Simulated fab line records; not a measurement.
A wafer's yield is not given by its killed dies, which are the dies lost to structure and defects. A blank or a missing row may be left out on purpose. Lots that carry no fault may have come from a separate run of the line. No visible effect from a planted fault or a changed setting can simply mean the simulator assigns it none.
Chamber matching -- flow sky130 -- cmp-02 running SKY_CONTACT_CMP_27: 4 sister chambers
The step polishes, stops on SiO2, t overpolish 15 s, target thk 0 nm. 8 wafers are shown with their chamber, then 11 later ones without.

WAFERS, EACH WITH ITS CHAMBER
wafer,chamber,motor current A (A),time to endpoint s (s)
L078.4,3,8.8,83
L087.5,2,13.1,82
L093.2,2,14.3,79
L093.6,1,10.4,83
L085.2,0,9.9,81
L085.4,3,8.3,81
L085.6,0,9.9,79
L091.4,1,10.1,80

WAFERS WITH NO CHAMBER GIVEN
wafer,motor current A (A),time to endpoint s (s)
L091.5,10.5,78
L091.6,10.0,80
L094.2,10.3,78
L094.3,13.4,84
L094.5,9.7,78
L096.2,8.6,77
L096.4,10.5,74
L096.5,10.0,79
L092.3,9.7,80
L092.4,9.0,83
L092.5,9.7,83

CHAMBER TAKEN BY EACH
wafer,from the rows above,in truth
L091.5,can't be placed: 0 or 1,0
L091.6,can't be placed: 0 or 1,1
L094.2,can't be placed: 0 or 1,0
L094.3,2,2
L094.5,can't be placed: 0 or 1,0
L096.2,can't be placed: 3 or 0 or 1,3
L096.4,can't be placed: 0 or 1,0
L096.5,can't be placed: 0 or 1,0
L092.3,can't be placed: 0 or 1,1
L092.4,can't be placed: 3 or 0 or 1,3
L092.5,can't be placed: 1 or 0 or 3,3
Placed correctly: 1 of 11. These rows do not allow placing 10 (true chamber among the candidates in 10). 0 placed wrongly.
How it was worked out, from the rows above alone: a wafer's distance from a chamber is the root of the sum, over the readings, of the square of ((its reading less the chamber's mean) divided by the reading's scatter). If the next closest chamber is less than 2 further off than the closest, the wafer can't be placed; otherwise it belongs to the closest. A chamber's mean is the mean of its shown wafers. How the scatter is found: for the shown wafers, subtract from each reading the mean of its chamber, square and add these, divide the total by (wafers less chambers), then take the root.
